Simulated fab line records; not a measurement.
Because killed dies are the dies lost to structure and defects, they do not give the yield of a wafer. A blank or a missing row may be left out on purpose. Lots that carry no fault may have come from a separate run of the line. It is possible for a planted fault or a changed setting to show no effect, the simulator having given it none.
Problem report, 8D (eight disciplines) form, completed by code :: flow gf180mcu :: the parts of the form that need people (team, actions taken, sign-off) are left out

1. THE ISSUE
At GF_CONTACT_STRIP_18, platenTempC averages 243.30 C over 6 wafers from 2 lots, while fault-free wafers read 249.98 C, standard deviation 0.19. That is -35 standard deviations from the usual mean.
The step: strips in O2/N2.
The first sign was on wafer L216.1 at day 21 23:53, on plasmaAsher-04. The record holds 42 wafers of 14 lots with a number at this step. The rule behind "out" and "out of limits": a value lying over 4 standard deviations away from the usual mean. The other wafers with a number count as sound.

2. WHAT THIS IS AND IS NOT
question: which readings at this step
is: platenTempC
is not: drypumpMotorCurrentA, oesProductAu

question: which lots
is: L216, L217
is not: L201, L202, L203, L205, L206, L207, L208, L209, L210, L220, L222, L224

question: which wafers of those lots
is: all that have a number
is not: -

question: read on which tools
is: plasmaAsher-04
is not: plasmaAsher-02, plasmaAsher-03

question: when
is: from day 21 23:53
is not: up to then (27 sound wafers); but 9 sound wafers of L220, L222, L224 came after

3. SUSPECTS, AND WHAT RULES EACH OUT
Counting: a tool at any process step up to the reading remains a suspect when it ran all the lots that are out and ran no sound lot after the first of those.
- plasmaAsher-04 at GF_CONTACT_STRIP_18 (strips in O2/N2): kept. It processed each lot that is out, first L216 at day 21 23:53, and no sound lot thereafter; up to then, the last sound lot it processed was L210 at day 19 08:01. Its own readings are out on those wafers: platenTempC.
After counting, what remains is plasmaAsher-04 at GF_CONTACT_STRIP_18.

4. THE CAUSE (what the simulator had put in)
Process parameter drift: plasmaAsher-04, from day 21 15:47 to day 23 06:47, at GF_CONTACT_STRIP_18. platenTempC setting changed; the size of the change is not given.
The count eliminated every tool but this one.

5. THE CHAIN OF EFFECTS, in route order
One row per reading whose mean, taken over the struck wafers that have a number, lies over 3 standard deviations from the usual. Only readings whose record carries a usual standard deviation are examined. hours: median over the lots of the time between each lot's start at the first step of this table that gives one and its start at this step. sigmas: the change, counted in usual standard deviations.
hours: 0
step: GF_CONTACT_STRIP_18
reading: platenTempC
usual: 249.98 C
on struck wafers: 243.30
change: -6.68
sigmas: -35
Here are the process steps it includes:
- GF_CONTACT_STRIP_18: strips in O2/N2.

6. WHAT WOULD HAVE CAUGHT IT SOONER
In this record the first reading out of limits was taken at day 21 23:53, 8 hours after the fault began at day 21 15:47.
